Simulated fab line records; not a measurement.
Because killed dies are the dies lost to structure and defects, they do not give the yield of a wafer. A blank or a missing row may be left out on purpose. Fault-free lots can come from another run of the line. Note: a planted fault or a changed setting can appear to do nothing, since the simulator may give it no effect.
Chamber matching / flow sky130 / pecvd-03 running SKY_CAPM_CVD_00: 3 sister chambers
The step deposits SiO2, target thk 15.5 nm. 16 wafers are shown with their chamber, then 8 later ones without.

## WAFERS PAIRED WITH THEIR CHAMBERS
wafer=L075.2; chamber=0; heater-power-w (W)=725
wafer=L075.3; chamber=2; heater-power-w (W)=754
wafer=L075.6; chamber=2; heater-power-w (W)=757
wafer=L079.1; chamber=0; heater-power-w (W)=737
wafer=L079.2; chamber=2; heater-power-w (W)=822
wafer=L079.6; chamber=0; heater-power-w (W)=761
wafer=L081.2; chamber=0; heater-power-w (W)=798
wafer=L081.3; chamber=2; heater-power-w (W)=832
wafer=L081.4; chamber=2; heater-power-w (W)=810
wafer=L085.2; chamber=1; heater-power-w (W)=770
wafer=L085.4; chamber=2; heater-power-w (W)=769
wafer=L085.5; chamber=1; heater-power-w (W)=778
wafer=L087.1; chamber=2; heater-power-w (W)=850
wafer=L087.2; chamber=0; heater-power-w (W)=766
wafer=L087.5; chamber=0; heater-power-w (W)=766
wafer=L089.3; chamber=1; heater-power-w (W)=751

SIGNATURES (means of the wafers above)
reading=heater-power-w; chamber 0=758.83; chamber 1=766.33; chamber 2=799.14; scatter within a chamber=31.2
Rule: a wafer lies at a distance from a chamber equal to the root of the sum of squares, over the readings, of (its reading less the chamber's mean, divided by the reading's scatter). The wafer belongs to the nearest chamber; if the next one is less than 2 further off, it can't be placed. The scatter: the root of (the sum of the squares of (reading less its chamber's mean) over the shown wafers, divided by (wafers less chambers)).

## WAFERS WHOSE CHAMBER IS MISSING
wafer=L089.5; heater-power-w (W)=743
wafer=L089.6; heater-power-w (W)=743
wafer=L095.1; heater-power-w (W)=752
wafer=L095.3; heater-power-w (W)=706
wafer=L095.6; heater-power-w (W)=942
wafer=L097.3; heater-power-w (W)=676
wafer=L097.5; heater-power-w (W)=807
wafer=L097.6; heater-power-w (W)=712

## WHICH CHAMBER EACH ONE RAN IN
wafer=L089.5; from the rows above=can't be placed: 0 or 1 or 2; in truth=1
wafer=L089.6; from the rows above=can't be placed: 0 or 1 or 2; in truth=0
wafer=L095.1; from the rows above=can't be placed: 0 or 1 or 2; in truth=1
wafer=L095.3; from the rows above=can't be placed: 0 or 1 or 2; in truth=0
wafer=L095.6; from the rows above=can't be placed: 2 or 1 or 0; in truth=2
wafer=L097.3; from the rows above=can't be placed: 0 or 1 or 2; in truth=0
wafer=L097.5; from the rows above=can't be placed: 2 or 1 or 0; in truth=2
wafer=L097.6; from the rows above=can't be placed: 0 or 1 or 2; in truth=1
0 of 8 placed correctly. Not placeable from these rows: 8 (in 8, the candidates include the true chamber). Wrongly placed: 0.
